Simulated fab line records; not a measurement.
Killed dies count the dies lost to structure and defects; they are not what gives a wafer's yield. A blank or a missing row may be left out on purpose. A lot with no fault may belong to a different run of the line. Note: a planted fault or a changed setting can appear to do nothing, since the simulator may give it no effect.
fab line records | flow sky130
record: lots: 11 wafers: 33 last-day: 50
route steps=708 shown SPACER@305 SD_P@330 SD_N@356 LI_CONTACT@386 PAD_OPEN@708
lots with no fault: from the same line, run without faults
start-h: hours from the record's first day to the start of the lot's first wafer shown | wait-h: hours from the lot's prior step to this one | " same as the row above | L1.1+2: a single row standing in for several wafers | - no value, or no start was given | * or withheld: withheld | < > ~ a bound
route shown NAME@n: NAME is a module with steps in the file, n the number in the route of the first one | usual: average and standard deviation across the fault-free wafers | same: alike in all rows | chamber/n: place in a boat | sites: the reading at each site | _std_site: standard deviation across them | _edge_site: mean of outer sites minus mean of inner sites | radius-mm: how far each site lies from the wafer's centre | mask NAME#n: copy n | behind: the last tool/chamber to shape the wafer | hold: why the lot was held/for how many hours/how that ended | device: whichever transistor did not switch (one of n, p or np) | end of line: tests of these same wafers at the route's end | a step without rows: its recipe alone | killed: dies that structure and defects cost at the first sort, which is not the same as the wafer's yield | map: per-die view of a wafer (x killed, . not killed, _ where there is no die)
set.NAME: the setting as run; set.NAME@STEP: as run at that earlier step | model.NAME: the simulator's own value behind a step, which no gauge read
steps of the route over a sample of lots; a table a step, a row a wafer
services: a tool's chamber out of use, with start hour (start-h, from the record's first day; less than 0 if before it), hours out, and reason
== steps ==
step: SKY_SPACER_THK_MEAS_01
recipe: reads: Si3N4_of_SPACER_CVD_00
usual: SPACER_CVD_00_THK: 43.0/0.44
columns lot.wafer tool chamber start-h wait-h SPACER_CVD_00_THK[nm]
L113.2 film-metro-02 - 535.13 0.0 43.1
L113.3 " - " " 42.8
L113.6 " - " " 42.8
L114.3 film-metro-01 - 543.22 0.0 43.6
L114.4 " - " " 43.5
L114.5 " - " " 43.8
L118.2 film-metro-04 - 575.52 0.0 42.6
L118.4 " - " " 43.0
L118.6 " - " " 42.5
L119.4 film-metro-01 - 580.04 0.0 43.3
L119.5 " - " " 43.3
L119.6 " - " " 43.1
L120.2 film-metro-02 - 590.42 0.0 42.8
L120.3 " - " " 42.9
L120.6 " - " " 43.1
L121.1 film-metro-04 - 594.75 0.0 43.1
L121.3 " - " " 43.2
L121.5 " - " " 43.1
L122.1 film-metro-04 - 608.96 0.0 42.7
L122.2 " - " " 42.7
L122.3 " - " " 42.3
L123.1 film-metro-02 - 617.04 0.0 42.4
L123.2 " - " " 42.5
L123.4 " - " " 43.0
L131.1 film-metro-01 - 681.70 0.0 42.6
L131.4 " - " " 42.9
L131.6 " - " " 42.8
L133.1 film-metro-01 - 700.60 0.0 43.5
L133.2 " - " " 43.0
L133.6 " - " " 42.8
L136.2 film-metro-02 - 712.63 0.0 43.3
L136.3 " - " " 43.0
L136.4 " - " " 43.4
step: SKY_SD_P_STRIP_10
recipe: chemistry: O2/N2 power-w: 1400 pressure-mtorr: 1500 platen-temp-c: withheld o2-flow-sccm: 3000 n2-flow-sccm: 300 overash-fraction: 0.5
usual: drypump-motor-current-A: 5.5/0.42 oes-product-au: 0.618/0.0049 strip-time-to-endpoint-s: 17.50/0.039
columns lot.wafer tool chamber start-h wait-h drypump-motor-current-A oes-product-au rf-hours-counter-h strip-time-to-endpoint-s
L113.2 plasma-asher-01 1 593.80 0.1 5.4 0.611 17 17.51
L113.3 " 1 " " 5.4 0.612 - 17.50
L113.6 " 1 " " 5.4 0.624 - 17.44
L114.3 plasma-asher-02 0 603.01 0.1 5.5 0.629 - 17.47
L114.4 " 1 " " 5.7 0.622 - 17.43
L114.5 " 1 " " 5.8 0.613 - 17.44
L118.2 plasma-asher-02 1 633.85 0.1 5.8 0.614 50 17.51
L118.4 " 1 " " 5.7 0.614 - 17.56
L118.6 " 0 " " 5.6 0.623 - 17.54
L119.4 plasma-asher-02 1 640.06 0.1 5.8 0.626 - 17.51
L119.5 " 1 " " 5.8 0.621 - 17.50
L119.6 " 0 " " 5.6 0.616 - 17.51
L120.2 plasma-asher-01 1 649.03 0.1 5.4 0.618 23 17.49
L120.3 " 0 " " 4.8 0.620 - 17.50
L120.6 " 0 " " 4.8 0.622 - 17.55
L121.1 plasma-asher-02 0 653.68 0.1 5.6 0.622 53 17.48
L121.3 " 1 " " 5.8 0.609 - 17.52
L121.5 " 0 " " 5.5 0.608 - 17.48
L122.1 plasma-asher-01 0 666.92 0.1 4.8 0.612 26 17.50
L122.2 " 1 " " 5.5 0.620 26 17.49
L122.3 " 1 " " 5.4 0.614 - 17.49
L123.1 plasma-asher-03 1 674.28 0.1 5.8 0.611 98 17.50
L123.2 " 0 " " 6.0 0.619 98 17.53
L123.4 " 0 " " 6.0 0.607 - 17.49
L131.1 plasma-asher-01 1 737.95 0.1 5.4 0.622 33 17.47
L131.4 " 0 " " 4.8 0.614 - 17.46
L131.6 " 0 " " 4.8 0.627 - 17.45
L133.1 plasma-asher-01 0 756.35 0.1 4.8 0.613 36 17.49
L133.2 " 1 " " 5.4 0.614 36 17.50
L133.6 " 0 " " 4.8 0.613 - 17.53
L136.2 plasma-asher-03 0 768.27 0.1 6.0 0.613 3 17.53
L136.3 " 1 " " 5.9 0.617 - 17.51
L136.4 " 0 " " 6.0 0.613 - 17.48
step: SKY_SD_N_RTA_14
recipe: temp-c: 1075 time-s: 2 idle-temp-c: 650 ramp-up-c-per-s: 150 ramp-down-c-per-s: 90 ambient: N2
usual: chamber-o2-ppm: 2.000/0.021 lamp-power-pct: 15.73/0.054 wafer_temp_C_max: 1078.2/1.2
columns lot.wafer tool chamber start-h wait-h chamber-o2-ppm lamp-power-pct wafer_temp_C_max
L113.2 rtp-anneal-01 0 653.04 0.0 1.941 15.75 1080.1
L113.3 " 0 " " 1.966 15.78 1077.0
L113.6 " 0 " " 2.002 15.87 1079.7
L114.3 rtp-anneal-02 0 660.55 0.0 2.029 15.89 1077.7
L114.4 " 0 " " 1.991 15.72 1077.8
L114.5 " 0 " " 2.065 15.65 1079.2
L118.2 rtp-anneal-02 0 691.25 0.0 2.033 15.85 1078.4
L118.4 " 0 " " 2.009 15.78 1078.5
L118.6 " 0 " " 2.022 15.69 1079.1
L119.4 rtp-anneal-01 0 697.07 0.0 2.001 15.68 1077.8
L119.5 " 0 " " 1.967 15.77 1076.5
L119.6 " 0 " " 2.012 15.89 1080.5
L120.2 rtp-anneal-02 0 706.29 0.0 1.996 15.70 1077.4
L120.3 " 0 " " 2.009 15.77 1080.5
L120.6 " 0 " " 2.036 15.68 1079.5
L121.1 rtp-anneal-01 0 711.04 0.0 2.020 15.75 1079.4
L121.3 " 0 " " 2.016 15.64 1078.5
L121.5 " 0 " " 1.997 15.65 1074.7
L122.1 rtp-anneal-02 0 723.09 0.0 2.019 15.68 1078.0
L122.2 " 0 " " 2.012 15.71 1076.2
L122.3 " 0 " " 1.987 15.75 1076.4
L123.1 rtp-anneal-01 0 730.35 0.0 2.010 15.68 1077.0
L123.2 " 0 " " 1.997 15.75 1078.7
L123.4 " 0 " " 1.965 15.83 1079.8
L131.1 rtp-anneal-01 0 793.42 0.0 2.006 16.56 1107.7
L131.4 " 0 " " 2.013 16.54 1107.9
L131.6 " 0 " " 1.998 16.54 1108.6
L133.1 rtp-anneal-01 0 809.81 0.0 2.049 16.45 1105.8
L133.2 " 0 " " 2.027 16.46 1107.1
L133.6 " 0 " " 2.008 16.55 1107.7
L136.2 rtp-anneal-02 0 822.24 0.0 1.983 15.71 1079.1
L136.3 " 0 " " 1.987 15.63 1077.6
L136.4 " 0 " " 2.010 15.79 1079.1
step: SKY_SD_N_RS_MEAS_16
recipe: thk-meas-gauge: four-point-probe
usual: SD_N_RS: 68.61/0.16
columns lot.wafer tool chamber start-h wait-h SD_N_RS[ohm/sq]
L113.2 film-metro-01 - 653.22 0.1 68.51
L113.3 " - " " 68.78
L113.6 " - " " 68.43
L114.3 film-metro-01 - 660.74 0.1 68.66
L114.4 " - " " 68.69
L114.5 " - " " 68.70
L118.2 film-metro-01 - 691.43 0.1 68.64
L118.4 " - " " 68.60
L118.6 " - " " 68.45
L119.4 film-metro-01 - 697.27 0.1 68.56
L119.5 " - " " 68.65
L119.6 " - " " 68.57
L120.2 film-metro-03 - 706.48 0.1 68.63
L120.3 " - " " 68.76
L120.6 " - " " 68.65
L121.1 film-metro-01 - 711.21 0.1 68.49
L121.3 " - " " 68.60
L121.5 " - " " 68.59
L122.1 film-metro-01 - 723.26 0.1 68.34
L122.2 " - " " 68.52
L122.3 " - " " 68.33
L123.1 film-metro-03 - 730.52 0.1 68.72
L123.2 " - " " 68.60
L123.4 " - " " 68.57
L131.1 film-metro-01 - 793.59 0.1 63.11
L131.4 " - " " 63.16
L131.6 " - " " 63.42
L133.1 film-metro-03 - 809.99 0.1 63.27
L133.2 " - " " 63.25
L133.6 " - " " 63.20
L136.2 film-metro-03 - 822.42 0.1 68.69
L136.3 " - " " 68.63
L136.4 " - " " 68.70
step: SKY_SD_N_RS_MEAS_17
recipe: thk-meas-gauge: four-point-probe
usual: SD_P_RS: 147.2/0.43
columns lot.wafer tool chamber start-h wait-h SD_P_RS[ohm/sq]
L113.2 film-metro-01 - 653.34 0.1 146.9
L113.3 " - " " 146.8
L113.6 " - " " 146.9
L114.3 film-metro-01 - 660.86 0.1 147.3
L114.4 " - " " 147.3
L114.5 " - " " 147.4
L118.2 film-metro-01 - 691.55 0.1 147.5
L118.4 " - " " 147.1
L118.6 " - " " 147.1
L119.4 film-metro-01 - 697.39 0.1 146.8
L119.5 " - " " 147.2
L119.6 " - " " 147.5
L120.2 film-metro-03 - 706.60 0.1 147.2
L120.3 " - " " 147.3
L120.6 " - " " 147.1
L121.1 film-metro-01 - 711.33 0.1 147.1
L121.3 " - " " 147.1
L121.5 " - " " 147.0
L122.1 film-metro-01 - 723.38 0.1 146.6
L122.2 " - " " 146.8
L122.3 " - " " 146.8
L123.1 film-metro-03 - 730.64 0.1 147.4
L123.2 " - " " 147.6
L123.4 " - " " 147.4
L131.1 film-metro-01 - 793.71 0.1 121.4
L131.4 " - " " 121.2
L131.6 " - " " 121.7
L133.1 film-metro-03 - 810.11 0.1 121.4
L133.2 " - " " 121.2
L133.6 " - " " 120.8
L136.2 film-metro-03 - 822.54 0.1 146.9
L136.3 " - " " 147.1
L136.4 " - " " 147.1
step: SKY_LI_CONTACT_CMP_24
recipe: stop-on: PSG t-overpolish-s: 20 down-force-psi: 3.5 platen-rpm: 60 target-thk-nm: 0 pad-velocity-m-s: 0.94248
usual: motor-current-A: 11.2/1.1 overpolish-run-s: 19.999/0.0089 slurry-filter-dp-kPa: 13.51/0.12 time-to-endpoint-s: 97/3.4
same: t-overpolish-s: 20
columns lot.wafer tool chamber start-h wait-h motor-current-A overpolish-run-s slurry-filter-dp-kPa time-to-endpoint-s
L113.3 cmp-01 0 683.86 0.1 10.7 19.995 13.65 94
L113.2 " 1 " " 11.0 20.004 13.53 99
L113.6 " 3 " " 11.5 19.981 13.65 100
L114.3 cmp-01 1 691.31 0.1 10.9 19.997 13.62 99
L114.4 " 2 " " 9.0 19.999 13.60 97
L114.5 " 0 " " 10.5 20.003 13.50 97
L118.2 cmp-01 2 721.39 0.0 9.7 20.004 13.48 104
L118.4 " 1 " " 11.5 19.998 13.49 103
L118.6 " 2 " " 9.1 19.993 13.60 101
L119.4 cmp-01 3 727.24 0.1 11.3 19.994 13.67 97
L119.5 " 1 " " 11.3 20.008 13.40 100
L119.6 " 2 " " 9.8 19.996 13.46 98
L120.2 cmp-01 3 735.74 0.0 11.9 19.996 13.51 93
L120.3 " 2 " " 9.7 19.999 13.28 99
L120.6 " 3 " " 12.0 20.003 13.44 101
L121.3 cmp-02 3 741.03 0.0 11.0 20.009 13.34 99
L121.1 " 1 " " 14.0 20.019 13.49 97
L121.5 " 3 " " 10.9 20.000 13.50 99
L122.3 cmp-01 3 752.59 0.0 12.4 19.997 13.33 95
L122.2 " 1 " " 10.9 20.005 13.54 95
L122.1 " 2 " " 10.0 19.982 13.60 95
L123.4 cmp-01 2 759.79 0.0 9.5 20.004 13.53 98
L123.2 " 3 " " 11.7 19.992 13.44 98
L123.1 " 0 " " 10.6 19.997 13.49 97
L131.4 cmp-01 0 822.19 0.1 10.4 19.995 13.32 96
L131.1 " 1 " " 11.2 19.996 13.40 100
L131.6 " 2 " " 9.6 20.012 13.42 96
L133.2 cmp-01 1 838.99 0.1 11.6 20.008 13.57 95
L133.1 " 3 " " 11.8 20.009 13.53 91
L133.6 " 1 " " 11.6 19.995 13.50 96
L136.3 cmp-01 2 850.90 0.1 9.7 19.998 13.32 99
L136.4 " 3 " " 11.9 19.998 13.58 94
L136.2 " 0 " " 11.1 19.997 13.60 94
step: SKY_PAD_OPEN_PROBE_99
usual: killed_at_M0_to_M3: 44/6.8 killed_at_M4_up: 3.4/2 killed-at-contacts: 24/5.2 killed-at-front-end: 15/5.2 killed-at-other: 0.2/0.46 killed-dies: 87/9.8 killed-on-rim: 17/3.8 killed-open: 47/7.5 killed-short: 39/6.8
same: gross-dies: 492 killed-at-back-side: 0
columns lot.wafer tool chamber start-h wait-h killed_at_M0_to_M3 killed_at_M4_up killed-at-contacts killed-at-front-end killed-at-other killed-dies killed-on-rim killed-open killed-short
L120.2 prober-01 - 1119.77 0.1 40 5 31 23 1 100 12 52 48
L120.3 prober-01 - 1119.82 0.2 48 4 27 21 0 100 26 53 47
L120.6 prober-01 - 1119.97 0.2 49 1 14 29 0 93 16 58 35
killed by level:class
L120.2 CONTACT:geometric-particle:open=14 VIA1:geometric-particle:open=14 FIELD_ISO:geometric-particle:open=6 LI_CONTACT:geometric-particle:short=6 FIELD_ISO:geometric-particle:short=5 LOCAL_INTERCONNECT:geometric-particle:short=5 VIA1:geometric-particle:short=5 LI_CONTACT:geometric-particle:open=4
L120.3 CONTACT:geometric-particle:open=11 VIA3:geometric-particle:short=9 LI_CONTACT:geometric-particle:open=8 VIA3:geometric-particle:open=8 METAL2:geometric-particle:short=7 FIELD_ISO:geometric-particle:short=6 VIA1:geometric-particle:open=6 FIELD_ISO:geometric-particle:open=5
L120.6 VIA1:geometric-particle:open=15 VIA3:geometric-particle:open=9 FIELD_ISO:geometric-particle:open=7 LI_CONTACT:geometric-particle:open=6 METAL2:geometric-particle:short=5 VIA3:geometric-particle:short=5 FIELD_ISO:geometric-particle:short=4 POLY_GATE:geometric-particle:open=4
== services ==
columns tool chamber start-h hours kind
cmp-01 - 572.00 4.0 pm
plasma-asher-01 - 574.82 5.5 repair
cmp-01 - 576.00 - consumable-replace:conditioner
cmp-01 - 576.00 - consumable-replace:pad
plasma-asher-02 - 581.29 1.3 repair
cmp-02 - 596.54 0.7 repair
cmp-02 - 636.86 4.4 repair
cmp-01 - 677.88 2.2 repair
plasma-asher-02 - 683.55 4.7 repair
cmp-01 - 684.19 7.0 pm
plasma-asher-02 - 685.46 1.5 repair
cmp-02 - 718.30 0.8 repair
cmp-01 - 732.19 3.5 repair
plasma-asher-03 - 733.75 9.0 pm
plasma-asher-03 0 733.75 9.0 vent-cycle
plasma-asher-03 1 733.75 9.0 vent-cycle
plasma-asher-03 0 742.75 - clean
plasma-asher-03 1 742.75 - clean
cmp-02 - 744.03 4.0 pm
cmp-02 - 748.03 - consumable-replace:conditioner
cmp-01 - 762.10 1.5 repair
cmp-01 - 814.57 5.7 pm
cmp-02 - 841.29 1.9 repair
plasma-asher-02 - 845.74 2.0 repair
== key ==
first-sign: step: SKY_SD_N_RTA_14 reading: wafer_temp_C_max direction: up sigmas: 24 usual: * struck: *
effect: step: SKY_SD_N_RTA_14 reading: lamp-power-pct direction: up sigmas: 15 usual: 15.73 struck: 16.52
effect: step: SKY_SD_N_RS_MEAS_16 reading: SD_N_RS direction: down sigmas: 33 usual: 68.61 struck: 63.23
effect: step: SKY_SD_N_RS_MEAS_17 reading: SD_P_RS direction: down sigmas: 60 usual: 147.2 struck: 121.3
met-at SKY_SD_N_RTA_14
struck-lots L131,L133
tester-left-out L131,L133
not-acting-at SKY_SPACER_THK_MEAS_01,SKY_SD_P_STRIP_10,SKY_LI_CONTACT_CMP_24
onset-between 730.35 793.42
fault: kind: process-parameter-drift tool: rtp-anneal-01 chamber: - onset-h: 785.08 steps: SKY_SD_N_RTA_14 channel: temp-c offset: * shape: step end-h: 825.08 acts-in: * stated: *
tester-left-out: of these lots the tester's yield and bins aren't shown, on N5 and GAA mostly nor the transistor test; their killed dies are dies lost to structure and defects alone, not to doping, threshold or leakage, so they don't give the yield
